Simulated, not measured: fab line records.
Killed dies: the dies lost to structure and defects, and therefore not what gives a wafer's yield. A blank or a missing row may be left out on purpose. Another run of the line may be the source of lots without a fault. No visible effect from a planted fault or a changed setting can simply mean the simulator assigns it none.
What tool caused it? | flow gf180mcu | Sampling: 11 lots, 33 wafers, 5 of 602 route steps

== WHAT THE GAUGES READ, wafer by wafer ==
GF_CONTACT_CD_MEAS_14: the cd target is 220 nm.
lot  | measured     | on        | cd-nm (nm)
L538 | day 15 22:49 | cd-sem-01 | 220.2 221.9 221.3
L539 | day 16 16:44 | cd-sem-02 | 219.5 221.8 220.9
L540 | day 16 19:41 | cd-sem-02 | 217.9 218.9 220.3
L542 | day 17 16:35 | cd-sem-02 | 221.1 220.8 220.8
L544 | day 18 08:21 | cd-sem-01 | 221.8 220.9 221.8
L545 | day 19 00:20 | cd-sem-01 | 220.5 221.2 222.3
L546 | day 19 03:17 | cd-sem-02 | 221.6 223.0 221.0
L547 | day 19 12:26 | cd-sem-01 | 216.2 216.8 216.0
L549 | day 20 08:53 | cd-sem-02 | 218.3 217.2 219.0
L552 | day 21 10:44 | cd-sem-01 | 219.3
L558 | day 23 09:28 | cd-sem-02 | 220.0 220.2 219.9

== WHICH TOOL RAN EACH LOT (tool, then ch and the chambers of the sampled wafers, then the start) ==
lot  | GF_STI_ETCH_13                    | GF_STI_ETCH_14                  | GF_STI_STRIP_15                     | GF_SALICIDE_SPUTTER_03
L538 | rie-diel-03 ch 1,3, day 2 00:25   | rie-si-02 ch 0,3, day 2 00:29   | plasma-asher-01 ch 0,1, day 2 00:36 | pvd-sputter-04, day 15 02:04
L539 | rie-diel-03 ch 2,3, day 2 07:04   | rie-si-01 ch 0,1,3, day 2 07:09 | plasma-asher-02 ch 0,1, day 2 07:15 | pvd-sputter-03, day 15 14:55
L540 | rie-diel-04 ch 0,1,3, day 2 11:58 | rie-si-01 ch 0,2,3, day 2 12:02 | plasma-asher-01 ch 0,1, day 2 12:07 | pvd-sputter-02, day 15 20:49
L542 | rie-diel-04 ch 1,2,3, day 2 21:52 | rie-si-02 ch 0,2,3, day 2 21:56 | plasma-asher-02 ch 0, day 2 22:01   | pvd-sputter-02, day 16 16:32
L544 | rie-diel-04 ch 0,1,3, day 3 07:52 | rie-si-01 ch 0,1,2, day 3 07:57 | plasma-asher-02 ch 0,1, day 3 08:01 | pvd-sputter-02, day 17 07:46
L545 | rie-diel-02 ch 0,1, day 3 14:19   | rie-si-02 ch 0,1, day 3 14:23   | plasma-asher-01 ch 0,1, day 3 14:28 | pvd-sputter-04, day 17 22:31
L546 | rie-diel-02 ch 0,1, day 3 18:49   | rie-si-01 ch 0,1,3, day 3 18:53 | plasma-asher-02 ch 0,1, day 3 18:58 | pvd-sputter-02, day 18 02:20
L547 | rie-diel-04 ch 0,1, day 3 23:52   | rie-si-01 ch 0,1, day 3 23:56   | plasma-asher-02 ch 0,1, day 4 00:01 | pvd-sputter-04, day 18 11:10
L549 | rie-diel-04 ch 0,1,2, day 4 11:08 | rie-si-02 ch 1,2, day 4 11:13   | plasma-asher-02 ch 0,1, day 4 11:19 | pvd-sputter-04, day 19 07:28
L552 | rie-diel-02 ch 0,3, day 5 01:49   | rie-si-01 ch 0,2, day 5 01:53   | plasma-asher-02 ch 0,1, day 5 01:58 | pvd-sputter-02, day 20 09:42
L558 | rie-diel-03 ch 0,1, day 6 08:56   | rie-si-01 ch 0,1,3, day 6 09:01 | plasma-asher-03 ch 0,1, day 6 09:05 | pvd-sputter-04, day 22 07:58
- GF_STI_ETCH_13: etches the open film in CHF3/O2, stops on Si, target depth 282.31 nm, time 112.9 s.
- GF_STI_ETCH_14: etches Si in HBr/Cl2/O2, target depth 360 nm, time 102.9 s.
- GF_STI_STRIP_15: strips in O2/N2.
- GF_SALICIDE_SPUTTER_03: material TiN, target thk 20 nm, time 16.7 s.

== THE ANSWER, worked out from the rows above alone ==
Rule: what is usual is taken from the lots themselves. The widest of any qualifying gaps counts: lots, ordered by their means at a reading, are off when they make up no more than a third of the lots, leave a main group of 4 or more, and stand apart from it by 3 or more times the standard deviation of that group's means. Not used: any main group whose means are identical at the precision the tables above print for the reading. A lot without any number at a reading at which 4 lots or more have one is off too. Where the step has rows for the other lots, those lots are counted as sound.
No lot is off on any of the readings shown, so nothing can be concluded from this.

== WHAT THE SIMULATOR PUT IN ==
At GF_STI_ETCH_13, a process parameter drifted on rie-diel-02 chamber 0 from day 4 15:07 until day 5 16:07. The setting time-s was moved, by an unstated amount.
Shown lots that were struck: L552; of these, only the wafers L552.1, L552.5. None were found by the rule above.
